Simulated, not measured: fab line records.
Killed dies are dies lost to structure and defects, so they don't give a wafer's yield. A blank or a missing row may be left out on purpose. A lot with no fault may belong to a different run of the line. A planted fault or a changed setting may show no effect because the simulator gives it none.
Comparing a struck lot with a sound one / flow sky130 / 14 out of 708 route steps
Sound: the wafers L451.2, L451.5, L451.6. Struck: wafers L460.2, L460.4, L460.5. The cause is named last.
Order at every step that has rows: each side's tool, ch and its chambers, its first start. Under that, the readings that differ: sound wafers / struck wafers / difference of the means / sigmas: that difference in standard deviations of wafers without a fault.
alike: same words and numbers on both sides, and readings whose means sit less than 2 such deviations apart. not compared: any withheld reading, any reading some wafer has no value for, any bound like >300 that may hide the same value, and any number with overlapping values for which the record gives no deviation.
Wherever a step has rows on one side only, a row that says differs or no value, or a row with sigmas, the two part there. When numbers do not overlap yet have no deviation, they are printed without sigmas and do not part them. Lack of a reading on every wafer of one side parts them only where that side has two or more wafers.

SKY_LDD_LDN_STRIP_12: strips in O2/N2.
  sound on plasma_asher-04 ch 0,1, day 23 16:23; struck on plasma_asher-04 ch 0,1, day 27 04:38
  alike: drypump_motor_current_A, oes_product_au, strip_time_to_endpoint_s
  not compared: rf_hours_counter_h
SKY_LDD_LDN_TW_MEAS_13:
  sound on film_metro-02 at day 23 16:30; struck on film_metro-03 at day 27 04:45
  alike: LDD_LDN_TW
then, 2 steps without rows for these wafers: SKY_LDD_LDN_CLEAN_14 (cleans in SC1/SC2, time 150 s); SKY_SPACER_CVD_00 (deposits Si3N4 from DCS/NH3, target thk 43.1 nm, time 740 s).
SKY_SPACER_THK_MEAS_01:
  sound on film_metro-03 at day 23 17:49; struck on film_metro-01 at day 27 07:14
reading=SPACER_CVD_00_THK (nm); sound=42.9 42.8 42.9; struck=43.8 43.8 43.7; difference=+0.9; sigmas=+2
SKY_SPACER_ETCHBACK_02: etches Si3N4 in CH3F/O2, stops on SiO2, time 46.7 s, target depth 45 nm.
  sound on rie_diel-03 ch 0,2, day 23 17:52; struck on rie_diel-04 ch 0,2, day 27 07:17
reading=rf_fwd_power_W (W); sound=392.3 392.7 392.5; struck=396.4 395.8 397.4; difference=+4.0; sigmas=+2
  alike: drypump_motor_current_A, oes_product_au, throttle_valve_pct
  not compared: rf_hours_counter_h
then, 6 steps without rows for these wafers: SKY_POLY_CUT_DEHYDRATE_00 (time 60 s); SKY_POLY_CUT_HMDS_01 (prime time 60 s); SKY_POLY_CUT_COAT_02 (resist thk 60 nm); SKY_POLY_CUT_COAT_03 (resist thk 450 nm); SKY_POLY_CUT_SOFTBAKE_04 (time 90 s); SKY_POLY_CUT_EXPOSE_05 (exposes mask NPCM, target cd 270 nm).
SKY_POLY_CUT_PEB_06:
  sound on litho_track-03 ch 0, day 24 23:00; struck on litho_track-01, day 28 11:00
reading=exhaust_pa (Pa); sound=42.7 44.6 44.9; struck=- - -; difference=no value on the struck wafers; sigmas=
  not compared: chill_plate_temp_C
then, 1 step without rows for these wafers: SKY_POLY_CUT_DEVELOP_07 (develop time 60 s).

WHERE THEY PART
Earliest at SKY_SPACER_THK_MEAS_01; latest, in this record, at SKY_POLY_CUT_PEB_06.

WHY: what had been put in by the simulator
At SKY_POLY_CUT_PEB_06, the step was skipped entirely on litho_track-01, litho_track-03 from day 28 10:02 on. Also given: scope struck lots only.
